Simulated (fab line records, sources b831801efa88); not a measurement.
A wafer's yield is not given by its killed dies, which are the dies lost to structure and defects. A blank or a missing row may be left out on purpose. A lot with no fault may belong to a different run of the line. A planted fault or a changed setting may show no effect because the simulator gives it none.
One fault seen from 2 desks	flow sky130	every desk sees just its own numbers, and what lay behind them comes last

FOR THE TOOL OWNER'S DESK: pvd_sputter-01
The tool's own readings at SKY_METAL4_SPUTTER_00 (material Ti, target thk 15 nm, time 10 s): means of the sampled wafers that have a number, for each lot that ran on this tool. A lot is out of limits, marked OUT, if its mean lies more than 4 standard deviations from the usual mean; the brackets give that distance.
Columns: A = throttle_valve_pct at SKY_METAL4_SPUTTER_00, usual 30.2 %
lot	first seen here	A
L497	day 41 16:05	30.7
L511	day 45 09:39	30.8
L512	day 45 14:51	30.3
This desk found nothing out of limits on any of the 3 lots.

METROLOGY DESK
What the gauges read, lot by lot, whatever tool the lot ran on: means of the sampled wafers that have a number. A lot is out of limits, marked OUT, if its mean lies more than 4 standard deviations from the usual mean; the brackets give that distance.
Columns: A = VIA3_OVL at SKY_VIA3_OVL_MEAS_13, usual 4 nm; B = VIA3_W_RS at SKY_VIA3_RS_MEAS_22, usual 0.293 ohm/sq; C = VIA3_W_THK at SKY_VIA3_THK_MEAS_23, usual 397 nm
lot	first seen here	A	B	C
L491	day 39 23:05	3	0.290	407
L497	day 41 14:39	-1	0.291	400
L501	day 42 14:44	4	0.297	395
L511	day 45 08:03	1	0.297	386
L512	day 45 13:25	2	0.294	390
This desk found nothing out of limits on any of the 5 lots.

ALL TOGETHER
The tool owner's desk saw nothing out of limits.
At the metrology desk, nothing out of limits was observed.

WHAT WAS PUT IN BY THE SIMULATOR
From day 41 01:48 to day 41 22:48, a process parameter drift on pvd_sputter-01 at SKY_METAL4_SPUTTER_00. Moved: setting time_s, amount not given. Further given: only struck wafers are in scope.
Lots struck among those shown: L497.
